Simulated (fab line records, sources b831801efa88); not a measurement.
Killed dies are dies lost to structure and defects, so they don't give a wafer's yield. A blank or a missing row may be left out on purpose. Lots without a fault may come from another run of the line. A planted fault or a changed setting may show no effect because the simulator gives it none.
Chamber matching | flow sky130 | SKY_FIELD_ISO_ETCH_17 on rie_si-02: 4 sister chambers
The step etches Si in HBr/Cl2/O2, target depth 342 nm, time 97.7 s. 8 wafers are shown with their chamber, then 8 later ones without.

WAFERS WITH THEIR CHAMBER
wafer  | chamber | drypump_motor_current_A (A) | oes_product_au (a.u.)
L770.1 | 0       | 6.0                         | 0.978
L770.2 | 2       | 5.3                         | 1.012
L770.5 | 0       | 6.1                         | 0.977
L771.4 | 2       | 5.3                         | 1.008
L772.3 | 3       | 5.0                         | 1.002
L774.3 | 3       | 5.0                         | 0.991
L774.6 | 1       | 5.5                         | 1.001
L781.1 | 1       | 5.5                         | 0.992

WAFERS WITHOUT THEIR CHAMBER
wafer  | drypump_motor_current_A (A) | oes_product_au (a.u.)
L781.2 | 5.0                         | 1.005
L781.4 | 5.5                         | 1.000
L782.1 | 5.5                         | 0.995
L782.2 | 5.1                         | 1.008
L782.6 | 5.1                         | 1.012
L784.3 | 5.1                         | 1.009
L784.4 | 6.1                         | 0.980
L784.5 | 6.1                         | 0.993

WHICH CHAMBER EACH WENT THROUGH
wafer  | from the rows above     | in truth
L781.2 | 3                       | 3
L781.4 | 1                       | 1
L782.1 | 1                       | 1
L782.2 | 3                       | 3
L782.6 | can't be placed: 3 or 2 | 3
L784.3 | can't be placed: 3 or 2 | 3
L784.4 | 0                       | 0
L784.5 | 0                       | 0
Placed correctly: 6 of 8. Can't be placed from these rows: 2 (the true chamber is among the candidates in 2). Placed wrongly: 0.
How it was worked out, from the rows above alone: a wafer's distance from a chamber is the root of the sum, over the readings, of the square of ((its reading less the chamber's mean) divided by the reading's scatter). The wafer belongs to the nearest chamber; if the next one is less than 2 further off, it can't be placed. A chamber's mean is the mean of its shown wafers. The scatter: the root of (the sum of the squares of (reading less its chamber's mean) over the shown wafers, divided by (wafers less chambers)).
